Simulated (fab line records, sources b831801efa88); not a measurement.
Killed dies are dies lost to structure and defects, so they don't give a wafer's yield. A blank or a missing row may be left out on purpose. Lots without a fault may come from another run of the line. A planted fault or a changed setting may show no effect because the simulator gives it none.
Problem report in the 8D (eight disciplines) form, filled by code | flow gf180mcu | the parts of the form that need people (team, actions taken, sign-off) are left out

1. THE PROBLEM
MIM_ALCU_RS at GF_MIM_RS_MEAS_10 reads a mean of 0.1685 ohm/sq on 3 wafers of 3 lots; wafers without a fault read 0.1602 ohm/sq with a standard deviation of 0.0017. That is +4.9 standard deviations from the usual mean.
The step: measures by four-point-probe.
First seen on wafer L243.6, day 27 04:26, on film_metro-01. The record holds 36 wafers of 12 lots with a number at this step. Rule for "out", or "out of limits": more than 4 standard deviations from the usual mean. The other wafers with a number count as sound.

2. WHAT IT IS AND WHAT IT IS NOT
question                    | is                     | is not
which readings at this step | MIM_ALCU_RS            | -
which lots                  | L243, L244, L246       | L236, L237, L245, L249, L254, L255, L256, L257, L258
which wafers of those lots  | L243.6, L244.3, L246.1 | L243.1, L243.4, L244.4, L244.6, L246.3, L246.4
read on which gauges        | film_metro-01          | film_metro-02, film_metro-04
when                        | from day 27 04:26      | up to then (8 sound wafers); but 25 sound wafers of L244, L245, L246, L249, L254, L255, L256, L257, L258 came after

3. SUSPECTS, AND WHAT RULES EACH OUT
Counting: a tool at a process step up to the reading stays a suspect if it ran every lot that is out. Sound lots after the first of them don't rule it out here, since some wafers of a struck lot are sound.
- the gauge at GF_MIM_RS_MEAS_10: kept. All the wafers that are out were read on film_metro-01, and no step on other tools shows them out.
- pvd_sputter-02 at GF_MIM_SPUTTER_08 (material AlCu, target thk 200 nm, time 10.6 s): kept. It ran every lot that is out, first L243 (day 27 04:22).
- pvd_sputter-02 at GF_MIM_SPUTTER_09 (material TiN, target thk 35 nm, time 29.2 s): kept. It ran every lot that is out, first L243 (day 27 04:24).
Left after counting: pvd_sputter-02 at GF_MIM_SPUTTER_08, pvd_sputter-02 at GF_MIM_SPUTTER_09, film_metro-01 at GF_MIM_RS_MEAS_10.

4. THE CAUSE (what the simulator had put in)
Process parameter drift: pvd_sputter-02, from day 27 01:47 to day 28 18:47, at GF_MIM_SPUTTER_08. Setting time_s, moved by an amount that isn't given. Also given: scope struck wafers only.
Counting left 3 suspects, and this tool is among them.

5. THE CHAIN OF EFFECTS, in route order
Each row: a reading whose mean over the struck wafers that have a number lies more than 3 standard deviations from the usual. Only readings for which the record gives a usual standard deviation are gone through. hours: the time from each lot's start at the first step in this table that gives one to its start at this step, as a median over the lots. sigmas: the change in usual standard deviations.
hours | step               | reading      | usual         | on struck wafers | change  | sigmas
0     | GF_MIM_RS_MEAS_10  | MIM_ALCU_RS  | 0.1602 ohm/sq | 0.1685           | +0.0083 | +4.9
0     | GF_MIM_THK_MEAS_11 | MIM_ALCU_THK | 197.3 nm      | 187.7            | -9.6    | -4.2

6. WHAT WOULD HAVE CAUGHT IT SOONER
In this record the first reading out of limits at a measuring or inspecting step was taken at day 27 04:26, 3 hours after the fault began at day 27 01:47.
Of the tool readings at GF_MIM_SPUTTER_08 for which the record gives a usual standard deviation, none was out on any struck wafer, so an alarm limit of 4 standard deviations on them would not have fired.
Of the lots that are out (3), L244, L246 began GF_MIM_SPUTTER_08 on pvd_sputter-02 after day 27 04:26. A hold on the tool at that time would have spared those 2.
